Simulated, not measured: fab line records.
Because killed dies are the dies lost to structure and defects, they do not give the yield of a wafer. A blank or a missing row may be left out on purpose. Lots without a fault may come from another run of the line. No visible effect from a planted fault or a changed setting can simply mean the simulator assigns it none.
fab line records + flow sky130
record
- lots=12
- wafers=35
- last-day=50
route steps=708 shown VIA1@482 VIA2@518 METAL3@534
lots with no fault: from the same line, run without faults
start-h: the number of hours between the record's first day and the start of the first shown wafer of the lot + wait-h: how many hours have passed since the lot's step before this one + " repeats the value in the row above + L1.1+2: a row that stands for several wafers + - no value, or no start was given + * or withheld: withheld + < > ~ a bound
route shown NAME@n: names a module that has steps shown in the file, with the first one's number in the route + usual: mean and standard deviation over wafers with no fault + same: alike in all rows + chamber/n: place in a boat + sites: each site's reading + _std_site: the values' standard deviation + _edge_site: mean of outer sites minus mean of inner sites + radius-mm: how far each site lies from the wafer's centre + mask NAME#n: copy n + behind: tool/chamber where the wafer was last shaped + hold: what put the lot on hold/how long, in hours/how the hold closed + device: transistor that didn't switch, given as n, p or np + end of line: tests run on the same wafers once the route is complete + a step without rows: its recipe alone + killed: the dies lost at the first sort to structure and to defects; this is not the yield of the wafer + map: a wafer's dies, x killed, . not, _ none there
set.NAME: the setting the step ran with; set.NAME@STEP: the setting that earlier step ran with + model.NAME: the simulator's own value behind a step, which no gauge read
route steps across a sampled set of lots; one table per step, one row per wafer
services: the hour from which a tool's chamber was out of use, counted from the record's first day as start-h (under 0 if before that day), plus the number of hours and why
## steps
# step SKY_VIA1_CMP_24
# recipe
- stop-on=SiO2
- t-overpolish-s=15
- down-force-psi=3.5
- platen-rpm=60
- target-thk-nm=0
- pad-velocity-m-s=0.94248
# usual
- motor-current-A=10.1/0.94
- overpolish-run-s=15.001/0.01
- slurry-filter-dp-kPa=13.50/0.15
- time-to-endpoint-s=65.8/2.4
| lot.wafer | tool   | chamber | start-h | wait-h | motor-current-A | overpolish-run-s | slurry-filter-dp-kPa | time-to-endpoint-s |
|-----------|--------|---------|---------|--------|-----------------|------------------|----------------------|--------------------|
| L797.3    | cmp-02 | 1       | 797.28  | 0.0    | 10.9            | 15.027           | 13.50                | 63.8               |
| L797.2    | "      | 3       | "       | "      | 9.8             | 15.008           | 13.38                | 64.2               |
| L797.5    | "      | 1       | "       | "      | 11.4            | 15.013           | 13.47                | 67.6               |
| L798.3    | cmp-01 | 3       | 806.19  | 0.1    | 10.2            | 15.015           | 13.56                | 67.5               |
| L798.1    | "      | 0       | "       | "      | 9.7             | 15.015           | 13.63                | 68.8               |
| L798.5    | "      | 1       | "       | "      | 11.7            | 15.007           | 13.71                | 68.0               |
| L799.3    | cmp-02 | 3       | 828.44  | 0.0    | 9.5             | 14.996           | 13.17                | 63.0               |
| L799.4    | "      | 0       | "       | "      | 9.0             | 15.004           | 13.27                | 67.0               |
| L799.6    | "      | 3       | "       | "      | 10.4            | 15.009           | 13.53                | 64.2               |
| L800.4    | cmp-02 | 3       | 830.39  | 0.0    | 9.9             | 14.994           | 13.61                | 62.8               |
| L800.2    | "      | 1       | "       | "      | 11.6            | 14.992           | 13.31                | 67.1               |
| L800.6    | "      | 0       | "       | "      | 9.4             | 15.013           | 13.76                | 66.0               |
| L802.4    | cmp-02 | 3       | 839.15  | 0.0    | 9.9             | 15.013           | 13.51                | 64.4               |
| L802.3    | "      | 2       | "       | "      | 9.0             | 15.007           | 13.56                | 69.5               |
| L802.5    | "      | 3       | "       | "      | 10.1            | 15.000           | 13.74                | 63.9               |
| L803.3    | cmp-02 | 2       | 846.44  | 0.0    | 9.0             | 15.004           | 13.59                | 68.0               |
| L803.1    | "      | 0       | "       | "      | 9.5             | 15.001           | 13.37                | 65.5               |
| L803.2    | "      | 1       | "       | "      | 11.3            | 15.000           | 13.51                | 67.4               |
| L805.2    | cmp-02 | 1       | 862.60  | 0.2    | 10.9            | 15.017           | 13.45                | 68.5               |
| L805.5    | "      | 2       | "       | "      | 9.3             | 15.008           | 13.43                | 66.2               |
| L805.6    | "      | 3       | "       | "      | 10.1            | 15.000           | 13.48                | 61.9               |
| L806.1    | cmp-02 | 1       | 868.09  | 0.1    | 11.4            | 15.004           | 13.68                | 66.9               |
| L806.2    | "      | 2       | "       | "      | 9.1             | 14.984           | 13.46                | 69.9               |
| L806.6    | "      | 3       | "       | "      | 9.5             | 15.016           | 13.45                | 64.8               |
| L814.2    | cmp-01 | 0       | 934.99  | 0.0    | 9.5             | 14.981           | 13.59                | 63.9               |
| L814.3    | "      | 1       | "       | "      | 11.5            | 14.994           | 13.52                | 62.1               |
| L814.4    | "      | 3       | "       | "      | 10.3            | 14.990           | 13.71                | 61.9               |
| L815.2    | cmp-01 | 1       | 941.64  | 0.0    | 12.0            | 14.993           | 13.53                | 66.3               |
| L815.1    | "      | 3       | "       | "      | 9.9             | 15.004           | 13.37                | 63.5               |
| L817.4    | cmp-02 | 3       | 950.04  | 0.0    | 10.1            | 15.017           | 13.61                | 67.3               |
| L817.3    | "      | 2       | "       | "      | 8.5             | 15.004           | 13.36                | 72.1               |
| L817.6    | "      | 3       | "       | "      | 10.5            | 14.990           | 13.48                | 63.5               |
| L819.4    | cmp-01 | 0       | 962.09  | 0.0    | 9.8             | 15.012           | 13.51                | 65.9               |
| L819.6    | "      | 0       | "       | "      | 9.4             | 14.996           | 13.46                | 65.6               |
| L819.5    | "      | 1       | "       | "      | 12.1            | 14.988           | 13.34                | 64.9               |
# step SKY_VIA2_DEVELOP_11
# recipe
- develop-time-s=60
- resist=KrF-thick
- dev-temp-c=21
| lot.wafer  | tool           | chamber | start-h | wait-h |
|------------|----------------|---------|---------|--------|
| L797.2+3+5 | litho-track-02 | 0       | 851     | -      |
| L798.1+3+5 | litho-track-01 | 0       | 859     | -      |
| L799.3+4+6 | litho-track-03 | 0       | 881     | -      |
| L800.2+4+6 | litho-track-01 | 0       | 883     | -      |
| L802.3+4+5 | litho-track-02 | 0       | 893     | -      |
| L803.1+2+3 | litho-track-01 | 0       | 899     | -      |
| L805.2+5+6 | litho-track-02 | 0       | 915     | -      |
| L806.1+2+6 | litho-track-02 | 0       | 920     | -      |
| L814.2+3+4 | litho-track-02 | 0       | 985     | -      |
| L815.1+2   | litho-track-02 | 0       | 992     | -      |
| L817.3+4+6 | litho-track-03 | 0       | 1000    | -      |
| L819.4+5+6 | litho-track-01 | 0       | 1012    | -      |
# step SKY_VIA2_CD_MEAS_12
# recipe
- target-cd-nm=200
# usual
- cd-nm=199.9/1.5
| lot.wafer | tool      | chamber | start-h | wait-h | cd-nm |
|-----------|-----------|---------|---------|--------|-------|
| L797.2    | cd-sem-02 | -       | 851.90  | -      | 198.4 |
| L797.3    | "         | -       | "       | "      | 198.8 |
| L797.5    | "         | -       | "       | "      | 198.6 |
| L798.1    | cd-sem-02 | -       | 859.47  | -      | 197.5 |
| L798.3    | "         | -       | "       | "      | 198.1 |
| L798.5    | "         | -       | "       | "      | 198.6 |
| L799.3    | cd-sem-01 | -       | 882.10  | -      | 198.6 |
| L799.4    | "         | -       | "       | "      | 199.1 |
| L799.6    | "         | -       | "       | "      | 199.0 |
| L800.2    | cd-sem-01 | -       | 883.84  | -      | 201.3 |
| L800.4    | "         | -       | "       | "      | 201.1 |
| L800.6    | "         | -       | "       | "      | 202.3 |
| L802.3    | cd-sem-02 | -       | 893.42  | -      | 202.1 |
| L802.4    | "         | -       | "       | "      | 201.4 |
| L802.5    | "         | -       | "       | "      | 201.7 |
| L803.1    | cd-sem-02 | -       | 899.97  | -      | 199.1 |
| L803.2    | "         | -       | "       | "      | 200.1 |
| L803.3    | "         | -       | "       | "      | 198.7 |
| L805.2    | cd-sem-02 | -       | 915.65  | -      | 198.2 |
| L805.5    | "         | -       | "       | "      | 197.5 |
| L805.6    | "         | -       | "       | "      | 198.2 |
| L806.1    | cd-sem-02 | -       | 920.58  | -      | 201.3 |
| L806.2    | "         | -       | "       | "      | 200.7 |
| L806.6    | "         | -       | "       | "      | 200.9 |
| L814.2    | cd-sem-02 | -       | 985.65  | -      | 189.4 |
| L814.3    | "         | -       | "       | "      | 201.3 |
| L814.4    | "         | -       | "       | "      | 190.6 |
| L815.1    | cd-sem-01 | -       | 992.28  | -      | 199.0 |
| L815.2    | "         | -       | "       | "      | 188.0 |
| L817.3    | cd-sem-01 | -       | 1000.70 | -      | 199.6 |
| L817.4    | "         | -       | "       | "      | 200.0 |
| L817.6    | "         | -       | "       | "      | 200.4 |
| L819.4    | cd-sem-01 | -       | 1012.48 | -      | 199.3 |
| L819.5    | "         | -       | "       | "      | 200.1 |
| L819.6    | "         | -       | "       | "      | 201.4 |
# step SKY_METAL3_SPUTTER_02
# recipe
- material=AlCu
- target-thk-nm=735
- power-w=10600
- time-s=39.1
- chamber-pressure-pa=0.4
# usual
- throttle-valve-pct=30.2/1.2
| lot.wafer | tool           | chamber | start-h | wait-h | throttle-valve-pct |
|-----------|----------------|---------|---------|--------|--------------------|
| L797.2    | pvd-sputter-01 | -       | 853.48  | 0.0    | 31.6               |
| L797.3    | "              | -       | "       | "      | 29.8               |
| L797.5    | "              | -       | "       | "      | 30.5               |
| L798.1    | pvd-sputter-03 | -       | 861.26  | 0.0    | 30.2               |
| L798.3    | "              | -       | "       | "      | 30.8               |
| L798.5    | "              | -       | "       | "      | 31.0               |
| L799.3    | pvd-sputter-04 | -       | 883.81  | 0.0    | 32.3               |
| L799.4    | "              | -       | "       | "      | 30.8               |
| L799.6    | "              | -       | "       | "      | 28.9               |
| L800.2    | pvd-sputter-04 | -       | 885.40  | 0.0    | 28.4               |
| L800.4    | "              | -       | "       | "      | 30.6               |
| L800.6    | "              | -       | "       | "      | 32.3               |
| L802.3    | pvd-sputter-04 | -       | 894.96  | 0.0    | 30.7               |
| L802.4    | "              | -       | "       | "      | 29.3               |
| L802.5    | "              | -       | "       | "      | 29.4               |
| L803.1    | pvd-sputter-04 | -       | 901.63  | 0.0    | 32.2               |
| L803.2    | "              | -       | "       | "      | 28.7               |
| L803.3    | "              | -       | "       | "      | 30.7               |
| L805.2    | pvd-sputter-01 | -       | 917.30  | 0.0    | 29.9               |
| L805.5    | "              | -       | "       | "      | 29.8               |
| L805.6    | "              | -       | "       | "      | 30.3               |
| L806.1    | pvd-sputter-03 | -       | 922.25  | 0.0    | 30.5               |
| L806.2    | "              | -       | "       | "      | 29.2               |
| L806.6    | "              | -       | "       | "      | 29.1               |
| L814.2    | pvd-sputter-01 | -       | 987.20  | 0.0    | 30.0               |
| L814.3    | "              | -       | "       | "      | 30.2               |
| L814.4    | "              | -       | "       | "      | 30.7               |
| L815.1    | pvd-sputter-01 | -       | 993.96  | 0.0    | 30.0               |
| L815.2    | "              | -       | "       | "      | 30.3               |
| L817.3    | pvd-sputter-03 | -       | 1002.36 | 0.0    | 29.2               |
| L817.4    | "              | -       | "       | "      | 30.9               |
| L817.6    | "              | -       | "       | "      | 29.2               |
| L819.4    | pvd-sputter-04 | -       | 1014.04 | 0.0    | 30.8               |
| L819.5    | "              | -       | "       | "      | 28.8               |
| L819.6    | "              | -       | "       | "      | 32.2               |
# step SKY_METAL3_DESCUM_15
# recipe
- chemistry=O2
- source-power-w=150
- bias-power-w=0
- pressure-mtorr=10
- temp-c=40
- time-s=8
# usual
- drypump-motor-current-A=6.1/0.51
- oes-product-au=0.994/0.011
- rf-fwd-power-W=147.3/0.54
| lot.wafer | tool         | chamber | start-h | wait-h | drypump-motor-current-A | oes-product-au | rf-fwd-power-W | rf-hours-counter-h |
|-----------|--------------|---------|---------|--------|-------------------------|----------------|----------------|--------------------|
| L797.2    | rie-metal-02 | 1       | 905.12  | 0.0    | 6.7                     | 0.993          | 147.5          | 11                 |
| L797.3    | "            | 0       | "       | "      | 6.0                     | 0.980          | 147.3          | -                  |
| L797.5    | "            | 0       | "       | "      | 6.0                     | 0.967          | 147.2          | -                  |
| L798.1    | rie-metal-04 | 1       | 913.08  | 0.0    | 6.8                     | 1.012          | 147.0          | 11                 |
| L798.3    | "            | 0       | "       | "      | 6.4                     | 1.013          | 148.1          | -                  |
| L798.5    | "            | 1       | "       | "      | 6.8                     | 1.009          | 147.6          | -                  |
| L799.3    | rie-metal-02 | 1       | 934.48  | 0.0    | 6.6                     | 0.985          | 147.5          | -                  |
| L799.4    | "            | 0       | "       | "      | 6.0                     | 0.986          | 147.1          | -                  |
| L799.6    | "            | 0       | "       | "      | 6.0                     | 0.991          | 147.1          | -                  |
| L800.2    | rie-metal-04 | 0       | 936.62  | 0.0    | 6.4                     | 1.013          | 147.2          | 14                 |
| L800.4    | "            | 1       | "       | "      | 6.7                     | 1.018          | 146.8          | -                  |
| L800.6    | "            | 0       | "       | "      | 6.4                     | 1.016          | 147.7          | -                  |
| L802.3    | rie-metal-01 | 1       | 944.94  | 0.0    | 5.3                     | 0.986          | 146.6          | -                  |
| L802.4    | "            | 1       | "       | "      | 5.4                     | 0.978          | 146.7          | -                  |
| L802.5    | "            | 1       | "       | "      | 5.3                     | 0.970          | 146.6          | -                  |
| L803.1    | rie-metal-01 | 1       | 951.87  | 0.0    | 5.3                     | 0.982          | 147.0          | 18                 |
| L803.2    | "            | 1       | "       | "      | 5.3                     | 0.982          | 146.7          | -                  |
| L803.3    | "            | 1       | "       | "      | 5.3                     | 0.983          | 146.5          | -                  |
| L805.2    | rie-metal-02 | 1       | 967.84  | 0.0    | 6.7                     | 0.988          | 147.7          | 15                 |
| L805.5    | "            | 1       | "       | "      | 6.7                     | 0.979          | 147.9          | -                  |
| L805.6    | "            | 0       | "       | "      | 6.0                     | 0.990          | 147.2          | -                  |
| L806.1    | rie-metal-02 | 1       | 972.02  | 0.0    | 6.6                     | 0.991          | 147.1          | 15                 |
| L806.2    | "            | 0       | "       | "      | 6.0                     | 0.999          | 146.9          | 2                  |
| L806.6    | "            | 0       | "       | "      | 6.0                     | 0.992          | 147.0          | -                  |
| L814.2    | rie-metal-02 | 1       | 1034.77 | 0.0    | 6.6                     | 0.978          | 147.9          | 18                 |
| L814.3    | "            | 0       | "       | "      | 6.0                     | 0.980          | 147.4          | -                  |
| L814.4    | "            | 1       | "       | "      | 6.6                     | 0.991          | 148.0          | -                  |
| L815.1    | rie-metal-02 | 0       | 1040.03 | 0.0    | 6.0                     | 0.997          | 147.8          | 6                  |
| L815.2    | "            | 1       | "       | "      | 6.6                     | 0.995          | 147.4          | 19                 |
| L817.3    | rie-metal-01 | 0       | 1048.64 | 0.0    | 5.5                     | 1.006          | 148.9          | -                  |
| L817.4    | "            | 1       | "       | "      | 5.4                     | 1.004          | 147.0          | -                  |
| L817.6    | "            | 0       | "       | "      | 5.5                     | 0.998          | 148.4          | -                  |
| L819.4    | rie-metal-04 | 1       | 1059.59 | 0.0    | 6.7                     | 0.997          | 147.9          | -                  |
| L819.5    | "            | 1       | "       | "      | 6.7                     | 1.001          | 147.5          | -                  |
| L819.6    | "            | 0       | "       | "      | 6.4                     | 1.001          | 146.7          | -                  |
## services
| tool           | chamber | start-h | hours | kind   |
|----------------|---------|---------|-------|--------|
| cmp-02         | -       | 793.30  | 0.3   | repair |
| rie-metal-02   | 1       | 798.33  | 10.3  | repair |
| pvd-sputter-04 | -       | 803.92  | 2.6   | repair |
| rie-metal-01   | -       | 810.00  | 2.5   | repair |
| cmp-01         | -       | 819.73  | 0.9   | repair |
| cmp-02         | -       | 822.34  | 0.8   | repair |
| pvd-sputter-03 | -       | 825.67  | 2.4   | repair |
| cmp-01         | -       | 831.29  | 63.6  | repair |
| rie-metal-02   | -       | 841.42  | 2.8   | pm     |
| cmp-01         | -       | 841.77  | 2.3   | repair |
| pvd-sputter-04 | -       | 847.47  | 0.7   | repair |
| pvd-sputter-03 | -       | 873.19  | 15.0  | repair |
| cmp-01         | -       | 894.84  | 5.2   | pm     |
| cmp-02         | -       | 900.07  | 5.6   | pm     |
| cmp-01         | -       | 912.00  | 4.0   | pm     |
| pvd-sputter-04 | -       | 916.36  | 3.7   | repair |
| cmp-02         | -       | 925.84  | 8.8   | pm     |
| cmp-02         | -       | 955.57  | 12.2  | pm     |
| pvd-sputter-04 | -       | 967.10  | 2.8   | repair |
| cmp-01         | -       | 987.58  | 1.1   | repair |
| pvd-sputter-01 | -       | 1003.60 | 7.8   | repair |
| pvd-sputter-01 | -       | 1009.42 | 1.0   | repair |
| cmp-01         | -       | 1019.55 | 2.6   | repair |
| cmp-02         | -       | 1051.79 | 0.3   | repair |
## key
first-sign
- step=SKY_VIA2_CD_MEAS_12
- reading=cd-nm
- direction=down
- sigmas=6.8
- usual=199.9
- struck=189.3
effect none on later readings
met-at SKY_VIA2_DEVELOP_11
struck-lots L814,L815
struck-wafers L814.2,L814.4,L815.2
not-acting-at SKY_VIA1_CMP_24,SKY_METAL3_SPUTTER_02,SKY_METAL3_DESCUM_15
onset-between 920 985
fault
- kind=process-parameter-drift
- tool=litho-track-02
- chamber=-
- onset-h=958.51
- steps=SKY_VIA2_DEVELOP_11
- channel=develop-time-s
- offset=*
- shape=step
- end-h=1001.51
- scope=struck-wafers-only
- acts-in=*
- stated=*
